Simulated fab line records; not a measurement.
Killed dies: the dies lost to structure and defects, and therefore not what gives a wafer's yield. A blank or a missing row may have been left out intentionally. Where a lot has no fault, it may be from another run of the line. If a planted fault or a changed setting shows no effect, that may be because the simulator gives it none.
What tool caused it? / flow sky130 / 7 lots, 21 wafers sampled, at 2 steps of a route of 708

WHAT EACH GAUGE READ, for each wafer
SKY_NWELL_TW_MEAS_26.
lot=L864; measured=day 6 02:22; on=film-metro-01; NWELL_2_TW=493.2 494.8 494.7
lot=L866; measured=day 6 17:05; on=film-metro-01; NWELL_2_TW=493.2 493.3 494.8
lot=L869; measured=day 7 08:22; on=film-metro-03; NWELL_2_TW=497.4 497.2 497.1
lot=L873; measured=day 8 06:17; on=film-metro-02; NWELL_2_TW=492.1 495.0 495.6
lot=L876; measured=day 9 06:08; on=film-metro-02; NWELL_2_TW=492.8 488.5 491.7
lot=L881; measured=day 10 07:52; on=film-metro-02; NWELL_2_TW=492.0 491.2 489.7
lot=L883; measured=day 10 18:29; on=film-metro-01; NWELL_2_TW=494.6 497.4 495.1

TOOL THAT RAN EACH LOT (tool first, then ch and the chambers of the sampled wafers, then the start)
lot=L864; SKY_NWELL_STRIP_14=plasma-asher-03 ch 0,1, day 5 08:11
lot=L866; SKY_NWELL_STRIP_14=plasma-asher-03 ch 0,1, day 5 21:41
lot=L869; SKY_NWELL_STRIP_14=plasma-asher-03 ch 0,1, day 6 11:59
lot=L873; SKY_NWELL_STRIP_14=plasma-asher-01 ch 0,1, day 7 10:32
lot=L876; SKY_NWELL_STRIP_14=plasma-asher-01 ch 0,1, day 8 09:10
lot=L881; SKY_NWELL_STRIP_14=plasma-asher-03 ch 0,1, day 9 09:44
lot=L883; SKY_NWELL_STRIP_14=plasma-asher-04 ch 0,1, day 9 20:17
- SKY_NWELL_STRIP_14: strips in O2/N2.

THE ANSWER, worked out from the rows above alone
Rule: the lots themselves supply what counts as usual. Put in order of their means at a reading, lots are off if they are a third of the lots or fewer, leave a main group of 4 or more, and stand apart from it by a gap of 3 or more times the standard deviation of the main group's means; of several such gaps the widest counts. If all means in a main group match to the digits the tables above print for the reading, that group is not used. Also off: a lot with no number at a reading for which 4 or more lots have one. Any other lot the step has rows for is counted as sound.
No lot is off at any reading shown: from this, nothing can be told.

WHAT HAD BEEN PUT IN BY THE SIMULATOR
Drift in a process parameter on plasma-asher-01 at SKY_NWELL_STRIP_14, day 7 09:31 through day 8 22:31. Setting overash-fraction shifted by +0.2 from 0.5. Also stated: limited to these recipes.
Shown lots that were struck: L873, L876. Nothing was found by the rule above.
